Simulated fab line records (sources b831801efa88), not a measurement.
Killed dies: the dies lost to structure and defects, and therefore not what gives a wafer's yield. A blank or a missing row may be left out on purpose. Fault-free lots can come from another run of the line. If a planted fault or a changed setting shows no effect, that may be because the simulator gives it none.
fab line records ; flow sky130
[record] lots = 11; wafers = 33; lastDay = 50
route steps=708 shown PWDE@53 LDD_P@262 POLY_CUT@319 SD_P@327
lots with no fault: from the same line, run without faults
startH: the number of hours between the record's first day and the start of the first shown wafer of the lot ; waitH: hours since the lot's step before ; " same as the row above ; L1.1+2: one row covering several wafers at once ; - no value, or no start was given ; * or withheld: withheld ; < > ~ a bound
route shown NAME@n: NAME is a module with steps in the file, n the number in the route of the first one ; usual: mean and standard deviation over wafers with no fault ; same: alike in all rows ; chamber/n: place in a boat ; sites: the reading at each site ; _std_site: their standard deviation ; _edge_site: the outer-site mean with the inner-site mean subtracted ; radiusMm: for every site, how far away it sits from the centre of the wafer ; mask NAME#n: copy n ; behind: the most recent tool/chamber to have shaped the wafer ; hold: what put the lot on hold/how long, in hours/how the hold closed ; device: which transistor (n, p or np) failed to switch ; end of line: the same wafers' tests at the end of the route ; a step given without rows: its recipe and nothing more ; killed: not the wafer's yield, but the dies lost to structure and defects at the first sort ; map: a wafer's dies, marking killed ones x, the rest . and places with no die _
set.NAME: setting as actually run; set.NAME@STEP: the setting as run at that earlier step ; model.NAME: the simulator's own value behind a step, which no gauge read
steps of the route over a sample of lots; a table a step, a row a wafer
services: when a tool's chamber went out of use (startH, in hours from the record's first day, below 0 if earlier), for how many hours, and the reason
[[steps]]
[step SKY_PWDE_IMPLANT_08]
[recipe] species = B; energyKev = 150; doseCm2 = 3.6e+12; tiltDeg = withheld
[usual] endStationPressureTorr = 4.96e-06/2.6e-07; faradayCurrentUA = 20.3/0.4
lot.wafer;tool;chamber;startH;waitH;endStationPressureTorr;faradayCurrentUA
L511.1;implanter-04;0;64.35;0.0;4.96e-06;20.9
L511.3;implanter-04;0;64.35;0.0;5.11e-06;20.1
L511.5;implanter-04;0;64.35;0.0;4.8e-06;19.8
L512.4;implanter-01;0;74.88;0.1;4.81e-06;20.6
L512.5;implanter-01;0;74.88;0.1;4.74e-06;19.7
L512.6;implanter-01;0;74.88;0.1;5.07e-06;20.1
L514.2;implanter-01;0;83.65;0.0;5.29e-06;20.2
L514.3;implanter-01;0;83.65;0.0;5.08e-06;20.1
L514.6;implanter-01;0;83.65;0.0;5.38e-06;20.8
L516.3;implanter-04;0;100.57;0.1;4.61e-06;20.1
L516.4;implanter-04;0;100.57;0.1;4.9e-06;20.8
L516.6;implanter-04;0;100.57;0.1;4.89e-06;20.3
L518.1;implanter-04;0;113.00;0.0;4.73e-06;20.2
L518.5;implanter-04;0;113.00;0.0;5.14e-06;20.3
L518.6;implanter-04;0;113.00;0.0;4.96e-06;20.2
L520.1;implanter-04;0;124.20;0.0;5e-06;19.8
L520.3;implanter-04;0;124.20;0.0;4.75e-06;21.1
L520.5;implanter-04;0;124.20;0.0;5.09e-06;20.6
L523.1;implanter-03;0;137.36;0.0;4.82e-06;21.1
L523.3;implanter-03;0;137.36;0.0;4.73e-06;20.5
L523.4;implanter-03;0;137.36;0.0;5.63e-06;20.3
L523.1;implanter-03;0;137.68;0.3;4.89e-06;20.5
L523.3;implanter-03;0;137.68;0.3;4.81e-06;20.0
L523.4;implanter-03;0;137.68;0.3;4.84e-06;19.8
L526.2;implanter-03;0;153.57;0.0;4.85e-06;20.7
L526.4;implanter-03;0;153.57;0.0;4.83e-06;20.8
L526.5;implanter-03;0;153.57;0.0;4.94e-06;20.3
L529.4;implanter-03;0;170.70;0.1;4.75e-06;20.5
L529.5;implanter-03;0;170.70;0.1;4.98e-06;20.4
L529.6;implanter-03;0;170.70;0.1;4.6e-06;20.3
L529.4;implanter-03;0;171.02;0.3;4.86e-06;20.2
L529.5;implanter-03;0;171.02;0.3;4.98e-06;21.0
L529.6;implanter-03;0;171.02;0.3;4.86e-06;20.7
L533.1;implanter-04;0;210.02;0.0;4.95e-06;20.3
L533.3;implanter-04;0;210.02;0.0;5.11e-06;21.0
L533.6;implanter-04;0;210.02;0.0;5.01e-06;20.4
L534.1;implanter-01;0;210.37;0.0;5.33e-06;20.4
L534.2;implanter-01;0;210.37;0.0;4.16e-06;20.4
L534.3;implanter-01;0;210.37;0.0;5.06e-06;19.6
[step SKY_PWDE_TW_MEAS_10]
[usual] PWDE_TW = 372/3.8
lot.wafer;tool;chamber;startH;waitH;PWDE_TW
L511.1;filmMetro-01;-;64.60;0.1;368
L511.3;filmMetro-01;-;64.60;0.1;368
L511.5;filmMetro-01;-;64.60;0.1;369
L512.4;filmMetro-02;-;75.09;0.1;379
L512.5;filmMetro-02;-;75.09;0.1;376
L512.6;filmMetro-02;-;75.09;0.1;378
L514.2;filmMetro-02;-;83.88;0.1;379
L514.3;filmMetro-02;-;83.88;0.1;377
L514.6;filmMetro-02;-;83.88;0.1;379
L516.3;filmMetro-03;-;100.79;0.1;371
L516.4;filmMetro-03;-;100.79;0.1;374
L516.6;filmMetro-03;-;100.79;0.1;375
L518.1;filmMetro-02;-;113.27;0.1;375
L518.5;filmMetro-02;-;113.27;0.1;372
L518.6;filmMetro-02;-;113.27;0.1;376
L520.1;filmMetro-01;-;124.45;0.1;366
L520.3;filmMetro-01;-;124.45;0.1;368
L520.5;filmMetro-01;-;124.45;0.1;367
L523.1;filmMetro-03;-;137.96;0.1;462
L523.3;filmMetro-03;-;137.96;0.1;460
L523.4;filmMetro-03;-;137.96;0.1;461
L526.2;filmMetro-01;-;153.81;0.1;368
L526.4;filmMetro-01;-;153.81;0.1;369
L526.5;filmMetro-01;-;153.81;0.1;368
L529.4;filmMetro-03;-;171.26;0.1;459
L529.5;filmMetro-03;-;171.26;0.1;458
L529.6;filmMetro-03;-;171.26;0.1;458
L533.1;filmMetro-03;-;210.27;0.1;375
L533.3;filmMetro-03;-;210.27;0.1;375
L533.6;filmMetro-03;-;210.27;0.1;375
L534.1;filmMetro-02;-;210.62;0.1;375
L534.2;filmMetro-02;-;210.62;0.1;374
L534.3;filmMetro-02;-;210.62;0.1;374
[step SKY_NWELL_RS_MEAS_31]
[recipe] thkMeasGauge = four-point-probe
[usual] PWDE_RS = 5279/16
lot.wafer;tool;chamber;startH;waitH;PWDE_RS[ohm/sq]
L511.1;filmMetro-01;-;97.35;0.1;5253
L511.3;filmMetro-01;-;97.35;0.1;5258
L511.5;filmMetro-01;-;97.35;0.1;5269
L512.4;filmMetro-01;-;110.26;0.1;5248
L512.5;filmMetro-01;-;110.26;0.1;5261
L512.6;filmMetro-01;-;110.26;0.1;5243
L514.2;filmMetro-02;-;119.43;0.1;5291
L514.3;filmMetro-02;-;119.43;0.1;5320
L514.6;filmMetro-02;-;119.43;0.1;5320
L516.3;filmMetro-02;-;137.75;0.1;5301
L516.4;filmMetro-02;-;137.75;0.1;5260
L516.6;filmMetro-02;-;137.75;0.1;5280
L518.1;filmMetro-03;-;152.07;0.1;5299
L518.5;filmMetro-03;-;152.07;0.1;5294
L518.6;filmMetro-03;-;152.07;0.1;5298
L520.1;filmMetro-02;-;163.26;0.1;5295
L520.3;filmMetro-02;-;163.26;0.1;5283
L520.5;filmMetro-02;-;163.26;0.1;5272
L523.1;filmMetro-03;-;176.05;0.1;3112
L523.3;filmMetro-03;-;176.05;0.1;3124
L523.4;filmMetro-03;-;176.05;0.1;3115
L526.2;filmMetro-02;-;194.37;0.1;5248
L526.4;filmMetro-02;-;194.37;0.1;5265
L526.5;filmMetro-02;-;194.37;0.1;5285
L529.4;filmMetro-01;-;215.01;0.1;3112
L529.5;filmMetro-01;-;215.01;0.1;3107
L529.6;filmMetro-01;-;215.01;0.1;3117
L533.1;filmMetro-02;-;256.90;0.1;5265
L533.3;filmMetro-02;-;256.90;0.1;5283
L533.6;filmMetro-02;-;256.90;0.1;5287
L534.1;filmMetro-01;-;257.26;0.1;5296
L534.2;filmMetro-01;-;257.26;0.1;5298
L534.3;filmMetro-01;-;257.26;0.1;5294
[step SKY_LDD_P_CD_MEAS_07]
[recipe] targetCdNm = 380
[usual] cdNm = 380.3/2.3
lot.wafer;tool;chamber;startH;waitH;cdNm
L511.1;cdSem-02;-;416.51;0.1;379.5
L511.3;cdSem-02;-;416.51;0.1;379.2
L511.5;cdSem-02;-;416.51;0.1;382.1
L512.4;cdSem-01;-;431.47;0.1;380.0
L512.5;cdSem-01;-;431.47;0.1;382.3
L512.6;cdSem-01;-;431.47;0.1;379.1
L514.2;cdSem-02;-;452.24;0.1;377.6
L514.3;cdSem-02;-;452.24;0.1;378.4
L514.6;cdSem-02;-;452.24;0.1;376.0
L516.3;cdSem-02;-;486.60;0.1;379.1
L516.4;cdSem-02;-;486.60;0.1;378.2
L516.6;cdSem-02;-;486.60;0.1;378.0
L518.1;cdSem-02;-;500.01;0.1;378.4
L518.5;cdSem-02;-;500.01;0.1;380.8
L518.6;cdSem-02;-;500.01;0.1;378.9
L520.1;cdSem-01;-;522.81;0.1;382.3
L520.3;cdSem-01;-;522.81;0.1;381.1
L520.5;cdSem-01;-;522.81;0.1;381.5
L523.1;cdSem-02;-;536.22;0.1;376.5
L523.3;cdSem-02;-;536.22;0.1;379.6
L523.4;cdSem-02;-;536.22;0.1;379.5
L526.2;cdSem-01;-;565.24;0.1;381.3
L526.4;cdSem-01;-;565.24;0.1;380.2
L526.5;cdSem-01;-;565.24;0.1;379.2
L529.4;cdSem-01;-;589.67;0.1;383.6
L529.5;cdSem-01;-;589.67;0.1;381.8
L529.6;cdSem-01;-;589.67;0.1;382.5
L533.1;cdSem-02;-;640.06;0.1;382.2
L533.3;cdSem-02;-;640.06;0.1;383.9
L533.6;cdSem-02;-;640.06;0.1;383.9
L534.1;cdSem-02;-;646.96;0.1;379.0
L534.2;cdSem-02;-;646.96;0.1;378.1
L534.3;cdSem-02;-;646.96;0.1;376.4
[step SKY_POLY_CUT_STRIP_12]
[recipe] chemistry = O2/N2; powerW = 1400; pressureMtorr = 1500; platenTempC = withheld; o2FlowSccm = 3000; n2FlowSccm = 300; overashFraction = 0.5
[usual] drypumpMotorCurrentA = 5.8/0.48; n2FlowSccm = 300.1/0.9; oesProductAu = 0.453/0.0041; stripTimeToEndpointS = 5.355/0.014
lot.wafer;tool;chamber;startH;waitH;drypumpMotorCurrentA;n2FlowSccm;oesProductAu;rfHoursCounterH;stripTimeToEndpointS
L511.1;plasmaAsher-03;1;540.10;0.0;6.4;300.8;0.450;39;5.328
L511.3;plasmaAsher-03;1;540.10;0.0;6.4;302.8;0.450;-;5.353
L511.5;plasmaAsher-03;0;540.10;0.0;5.4;300.7;0.459;-;5.337
L512.4;plasmaAsher-03;0;556.18;0.1;5.4;298.7;0.448;-;5.356
L512.5;plasmaAsher-03;1;556.18;0.1;6.4;299.5;0.454;-;5.346
L512.6;plasmaAsher-03;0;556.18;0.1;5.4;298.6;0.456;-;5.338
L514.2;plasmaAsher-03;1;576.65;0.0;6.4;299.0;0.464;42;5.341
L514.3;plasmaAsher-03;1;576.65;0.0;6.4;300.7;0.446;-;5.348
L514.6;plasmaAsher-03;1;576.65;0.0;6.4;299.6;0.451;-;5.354
L516.3;plasmaAsher-01;1;607.84;0.1;5.2;300.2;0.457;-;5.373
L516.4;plasmaAsher-01;0;607.84;0.1;5.1;298.4;0.458;-;5.373
L516.6;plasmaAsher-01;0;607.84;0.1;5.2;299.3;0.456;-;5.356
L518.1;plasmaAsher-03;0;620.25;0.0;5.4;299.3;0.452;47;5.355
L518.5;plasmaAsher-03;1;620.25;0.0;6.4;300.1;0.457;-;5.344
L518.6;plasmaAsher-03;0;620.25;0.0;5.4;299.7;0.449;-;5.352
L520.1;plasmaAsher-03;0;644.91;0.0;5.4;301.1;0.456;49;5.369
L520.3;plasmaAsher-03;1;644.91;0.0;6.4;300.7;0.449;-;5.354
L520.5;plasmaAsher-03;0;644.91;0.0;5.4;299.7;0.461;-;5.362
L523.1;plasmaAsher-02;1;657.35;0.0;6.1;300.3;0.452;23;5.377
L523.3;plasmaAsher-02;0;657.35;0.0;5.9;299.8;0.449;-;5.362
L523.4;plasmaAsher-02;1;657.35;0.0;6.1;300.0;0.448;-;5.360
L526.2;plasmaAsher-03;1;704.55;0.0;6.4;301.2;0.461;54;5.353
L526.4;plasmaAsher-03;1;704.55;0.0;6.4;299.7;0.452;-;5.350
L526.5;plasmaAsher-03;1;704.55;0.0;6.4;299.5;0.456;-;5.352
L529.4;plasmaAsher-02;1;709.13;0.1;6.1;300.3;0.455;-;5.357
L529.5;plasmaAsher-02;1;709.13;0.1;6.2;300.1;0.451;-;5.379
L529.6;plasmaAsher-02;0;709.13;0.1;5.8;299.7;0.459;-;5.354
L533.1;plasmaAsher-03;0;752.15;0.0;5.4;300.3;0.448;59;5.338
L533.3;plasmaAsher-03;1;752.15;0.0;6.4;299.7;0.453;-;5.341
L533.6;plasmaAsher-03;0;752.15;0.0;5.4;300.3;0.451;-;5.363
L534.1;plasmaAsher-01;1;757.86;0.0;5.2;299.2;0.455;83;5.348
L534.2;plasmaAsher-01;0;757.86;0.0;5.1;300.2;0.448;83;5.334
L534.3;plasmaAsher-01;1;757.86;0.0;5.2;298.9;0.450;-;5.350
[step SKY_SD_P_CD_MEAS_07]
[recipe] targetCdNm = 380
[usual] cdNm = 379.6/2.5
lot.wafer;tool;chamber;startH;waitH;cdNm
L511.1;cdSem-02;-;569.69;0.2;379.7
L511.3;cdSem-02;-;569.69;0.2;377.9
L511.5;cdSem-02;-;569.69;0.2;380.1
L512.4;cdSem-01;-;585.17;0.1;373.6
L512.5;cdSem-01;-;585.17;0.1;377.3
L512.6;cdSem-01;-;585.17;0.1;374.9
L514.2;cdSem-01;-;604.88;0.1;381.2
L514.3;cdSem-01;-;604.88;0.1;378.7
L514.6;cdSem-01;-;604.88;0.1;379.2
L516.3;cdSem-02;-;636.45;0.1;383.1
L516.4;cdSem-02;-;636.45;0.1;380.8
L516.6;cdSem-02;-;636.45;0.1;380.2
L518.1;cdSem-01;-;649.34;0.1;384.1
L518.5;cdSem-01;-;649.34;0.1;382.2
L518.6;cdSem-01;-;649.34;0.1;384.9
L520.1;cdSem-01;-;671.96;0.1;380.3
L520.3;cdSem-01;-;671.96;0.1;380.4
L520.5;cdSem-01;-;671.96;0.1;378.7
L523.1;cdSem-01;-;682.74;0.1;377.8
L523.3;cdSem-01;-;682.74;0.1;380.8
L523.4;cdSem-01;-;682.74;0.1;378.9
L526.2;cdSem-02;-;731.51;0.1;382.1
L526.4;cdSem-02;-;731.51;0.1;381.8
L526.5;cdSem-02;-;731.51;0.1;381.9
L529.4;cdSem-01;-;735.47;0.1;381.9
L529.5;cdSem-01;-;735.47;0.1;381.8
L529.6;cdSem-01;-;735.47;0.1;382.5
L533.1;cdSem-02;-;779.04;0.1;381.2
L533.3;cdSem-02;-;779.04;0.1;378.9
L533.6;cdSem-02;-;779.04;0.1;379.2
L534.1;cdSem-01;-;784.89;0.1;373.3
L534.2;cdSem-01;-;784.89;0.1;374.6
L534.3;cdSem-01;-;784.89;0.1;373.4
[[services]]
tool;chamber;startH;hours;kind
implanter-04;-;82.48;5.8;repair
implanter-03;-;86.55;16.2;repair
implanter-03;-;100.61;7.2;repair
plasmaAsher-03;-;108.75;9.0;pm
plasmaAsher-03;-;173.69;13.6;repair
implanter-03;-;178.15;7.4;repair
implanter-03;-;192.60;3.0;repair
implanter-03;-;208.37;4.2;pm
implanter-04;-;259.84;4.4;pm
implanter-04;-;264.27;3.2;pm
plasmaAsher-03;-;278.06;2.0;repair
plasmaAsher-03;-;288.80;1.2;repair
plasmaAsher-03;-;299.98;2.8;pm
implanter-04;-;338.24;2.1;repair
implanter-04;-;364.79;0.5;repair
implanter-03;-;372.12;4.0;repair
plasmaAsher-03;-;412.14;1.6;repair
implanter-03;-;417.66;2.1;repair
plasmaAsher-03;-;480.24;14.7;repair
plasmaAsher-03;-;506.24;0.6;repair
implanter-03;-;513.12;3.7;pm
implanter-03;-;531.44;6.9;repair
plasmaAsher-03;-;662.69;1.1;repair
plasmaAsher-03;-;715.79;4.5;repair
[[key]]
[firstSign] step = SKY_PWDE_IMPLANT_08; reading = visit; direction = added
[effect] step = SKY_PWDE_TW_MEAS_10; reading = PWDE_TW; direction = up; sigmas = 23; usual = 372; struck = 460
[effect] step = SKY_NWELL_RS_MEAS_31; reading = PWDE_RS; direction = down; sigmas = 99+; usual = 5279; struck = 3115
metAt SKY_PWDE_IMPLANT_08
struckLots L523,L529
testerLeftOut L523,L529
notActingAt SKY_LDD_P_CD_MEAS_07,SKY_POLY_CUT_STRIP_12,SKY_SD_P_CD_MEAS_07
[fault] kind = repeatedStepWhole; tool = implanter-01,implanter-03,implanter-04; chamber = -; onsetH = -; steps = SKY_PWDE_IMPLANT_08; times = 1; scope = struckLotsOnly
// testerLeftOut: of these lots the tester's yield and bins aren't shown, on N5 and GAA mostly nor the transistor test; their killed dies are dies lost to structure and defects alone, not to doping, threshold or leakage, so they don't give the yield
